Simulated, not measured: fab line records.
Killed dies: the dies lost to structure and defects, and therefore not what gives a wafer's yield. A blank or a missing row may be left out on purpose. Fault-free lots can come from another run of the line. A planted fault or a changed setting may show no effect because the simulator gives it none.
Comparing a struck lot with a sound one -- flow sky130 -- 16 out of 708 route steps
Sound: these wafers, L864.1, L864.2, L864.5. Struck: wafers L868.1, L868.3, L868.6. The cause comes at the end.
Each step with rows lists, per side, the tool, then ch with its chambers, then its first start. Under that, the readings that differ: sound wafers -- struck wafers -- difference of the means -- sigmas: that difference in standard deviations of wafers without a fault.
alike: readings with means less than 2 such deviations apart, plus words and numbers identical on both sides. not compared: withheld readings, readings lacking a value on some wafer, bounds such as >300 that could conceal the same value, and numbers that have no deviation in the record and whose values overlap.
Wherever a step has rows on one side only, a row that says differs or no value, or a row with sigmas, the two part there. Numbers that don't overlap but have no deviation are shown without sigmas and don't part them. Lack of a reading on every wafer of one side parts them only where that side has two or more wafers.

SKY_CAPM_THK_MEAS_01:
  sound on film-metro-02 at day 38 05:12; struck on film-metro-04 at day 39 10:55
  alike: CAPM_CVD_00_THK
SKY_CAPM_SPUTTER_02: material TiN, target thk 200 nm, time 166.7 s.
  sound on pvd-sputter-03 at day 38 05:16; struck on pvd-sputter-04 at day 39 10:59
  alike: chamber-pressure-pa, throttle-valve-pct
SKY_CAPM_RS_MEAS_03: uses a four-point probe to measure.
  sound on film-metro-01 at day 38 05:22; struck on film-metro-01 at day 39 11:05
  alike: CAPM_TIN_RS
SKY_CAPM_THK_MEAS_04: measures by xrf.
  sound on film-metro-01 at day 38 05:29; struck on film-metro-01 at day 39 11:13
  alike: CAPM_TIN_THK
then, 7 steps without rows for these wafers: SKY_CAPM_DEHYDRATE_05 (time 60 s); SKY_CAPM_HMDS_06 (prime time 60 s); SKY_CAPM_COAT_07 (resist thk 1140 nm); SKY_CAPM_SOFTBAKE_08 (time 60 s); SKY_CAPM_EXPOSE_09 (exposes mask CAPM, target cd 1000 nm); SKY_CAPM_PEB_10; SKY_CAPM_DEVELOP_11 (develop time 60 s).
SKY_CAPM_OVL_MEAS_12:
  sound on overlay-02 at day 39 06:34; struck on overlay-02 at day 40 11:56
  alike: CAPM_OVL
SKY_CAPM_METAL_ETCH_13: etches TiN in Cl2/BCl3, stops on SiO2, target depth 220 nm, time 62.9 s.
  sound on rie-metal-01 ch 0,1, day 39 06:37; struck on rie-metal-01 ch 0, day 40 11:58
reading,sound,struck,difference,sigmas
oes-product-au (a.u.),0.929 0.938 0.941,0.873 0.875 0.867,-0.064,-10
throttle-valve-pct (%),21.905 21.895 21.904,21.933 21.939 21.945,+0.038,+4
model.NOVOLAK_of_CAPM_COAT_07.thk-nm (nm),993.2 993.9 994.7,1025 1019 1021,+28,
model.CAPM.feature-depth-nm (nm),198.7 198 198.8,177.3 177.5 176.2,-21.5,
model.etch.depth-nm (nm),198.7 198 198.8,177.3 177.5 176.2,-21.5,
  alike: drypump-motor-current-A
  not compared: rf-hours-counter-h
SKY_CAPM_STRIP_14: strips in O2/N2.
  sound on plasma-asher-03 ch 0,1, day 39 06:41; struck on plasma-asher-02 ch 0,1, day 40 12:07
reading,sound,struck,difference,sigmas
strip-time-to-endpoint-s (s),12.65 12.65 12.67,12.96 12.87 12.92,+0.26,+7
  alike: drypump-motor-current-A, oes-product-au
  not compared: rf-hours-counter-h
then, 1 step without rows for these wafers: SKY_CAPM_STRIP_15 (strips in post etch residue remover, time 1200 s).
-- the record jumps here: 8 days lie between the struck wafers' starts before and after (it left off in module CAPM and takes up again in module PAD_OPEN, whose first step shown is number 708 of the route) --
SKY_PAD_OPEN_PROBE_99:
  sound on prober-02 at day 47 07:15; struck on prober-01 at day 48 05:36
reading,sound,struck,difference,sigmas
defect-limited-yield (%),84.3 82.1 82.7,0 0 0,-83,-38
killed-at-other,0 0 1,413 399 414,+408,+99 or more
killed-dies,77 88 85,492 492 492,+409,+37
killed-on-rim,13 17 13,96 96 96,+82,+21
sort_bin_3_pad_short (%),0.8 1.0 1.6,85.0 81.5 84.3,+82.5,+99 or more
sort-n-pass,415 404 407,0 0 0,-409,-37
sort-yield-pct (%),84.3 82.1 82.7,0 0 0,-83,-38
  alike: killed_at_M0_to_M3, killed_at_M4_up, killed-at-contacts, killed-at-front-end, killed-open, killed-short, sort_bin_5_function, sort_bin_6_memory

WHERE THEY PART
First at SKY_CAPM_METAL_ETCH_13; last, within this record, at SKY_PAD_OPEN_PROBE_99.

WHY: what the simulator had put in
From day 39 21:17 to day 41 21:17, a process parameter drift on rie-metal-01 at SKY_CAPM_METAL_ETCH_13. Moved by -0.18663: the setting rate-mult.
